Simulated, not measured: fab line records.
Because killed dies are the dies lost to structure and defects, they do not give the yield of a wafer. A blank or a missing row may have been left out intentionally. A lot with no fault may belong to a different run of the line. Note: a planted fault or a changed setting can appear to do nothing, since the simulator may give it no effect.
Matching of chambers || flow gf180mcu || 3 sister chambers for GF_V5_CVD_02 on pecvd-01
The step deposits SiO2 from TEOS, target thk 1450 nm, time 163.28 s. 22 wafers are shown with their chamber, then 11 later ones without.

EACH WAFER AND ITS CHAMBER
{"wafer": "L075.1", "chamber": 0, "heater_power_w (W)": 590}
{"wafer": "L075.2", "chamber": 1, "heater_power_w (W)": 904}
{"wafer": "L075.3", "chamber": 2, "heater_power_w (W)": 422}
{"wafer": "L075.4", "chamber": 0, "heater_power_w (W)": 490}
{"wafer": "L075.5", "chamber": 1, "heater_power_w (W)": 752}
{"wafer": "L075.6", "chamber": 2, "heater_power_w (W)": 466}
{"wafer": "L076.1", "chamber": 0, "heater_power_w (W)": 576}
{"wafer": "L076.3", "chamber": 1, "heater_power_w (W)": 860}
{"wafer": "L076.6", "chamber": 0, "heater_power_w (W)": 611}
{"wafer": "L077.1", "chamber": 2, "heater_power_w (W)": 429}
{"wafer": "L077.5", "chamber": 2, "heater_power_w (W)": 367}
{"wafer": "L077.6", "chamber": 1, "heater_power_w (W)": 767}
{"wafer": "L078.1", "chamber": 0, "heater_power_w (W)": 515}
{"wafer": "L078.3", "chamber": 1, "heater_power_w (W)": 802}
{"wafer": "L078.4", "chamber": 0, "heater_power_w (W)": 571}
{"wafer": "L084.2", "chamber": 1, "heater_power_w (W)": 861}
{"wafer": "L084.3", "chamber": 2, "heater_power_w (W)": 439}
{"wafer": "L084.4", "chamber": 2, "heater_power_w (W)": 359}
{"wafer": "L086.1", "chamber": 1, "heater_power_w (W)": 745}
{"wafer": "L086.4", "chamber": 1, "heater_power_w (W)": 879}
{"wafer": "L086.5", "chamber": 2, "heater_power_w (W)": 449}
{"wafer": "L088.4", "chamber": 2, "heater_power_w (W)": 451}

SIGNATURES (averages over the wafers above)
{"reading": "heater_power_w", "chamber 0": 558.83, "chamber 1": 821.25, "chamber 2": 422.75, "scatter within a chamber": 50.7}
Rule: distance of a wafer from a chamber = root of the sum over the readings of ((wafer's reading minus chamber's mean) / reading's scatter) squared. If the next closest chamber is less than 2 further off than the closest, the wafer can't be placed; otherwise it belongs to the closest. The scatter is the square root of a quotient: the sum, over the shown wafers, of each reading's squared deviation from its chamber's mean, divided by wafers minus chambers.

WAFERS MISSING THEIR CHAMBER
{"wafer": "L088.5", "heater_power_w (W)": 588}
{"wafer": "L088.6", "heater_power_w (W)": 898}
{"wafer": "L090.1", "heater_power_w (W)": 486}
{"wafer": "L090.4", "heater_power_w (W)": 772}
{"wafer": "L090.6", "heater_power_w (W)": 578}
{"wafer": "L092.1", "heater_power_w (W)": 597}
{"wafer": "L092.2", "heater_power_w (W)": 778}
{"wafer": "L092.3", "heater_power_w (W)": 403}
{"wafer": "L095.4", "heater_power_w (W)": 602}
{"wafer": "L095.5", "heater_power_w (W)": 362}
{"wafer": "L095.6", "heater_power_w (W)": 482}

WHICH CHAMBER EACH WENT THROUGH
{"wafer": "L088.5", "from the rows above": 0, "in truth": 0}
{"wafer": "L088.6", "from the rows above": 1, "in truth": 1}
{"wafer": "L090.1", "from the rows above": "can't be placed: 2 or 0", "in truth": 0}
{"wafer": "L090.4", "from the rows above": 1, "in truth": 1}
{"wafer": "L090.6", "from the rows above": 0, "in truth": 0}
{"wafer": "L092.1", "from the rows above": 0, "in truth": 0}
{"wafer": "L092.2", "from the rows above": 1, "in truth": 1}
{"wafer": "L092.3", "from the rows above": 2, "in truth": 2}
{"wafer": "L095.4", "from the rows above": 0, "in truth": 0}
{"wafer": "L095.5", "from the rows above": 2, "in truth": 2}
{"wafer": "L095.6", "from the rows above": "can't be placed: 2 or 0", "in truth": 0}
Correct placement for 9 of the 11. Unplaceable from these rows: 2, with the true chamber sitting among the candidates in 2. Placed wrongly: 0.
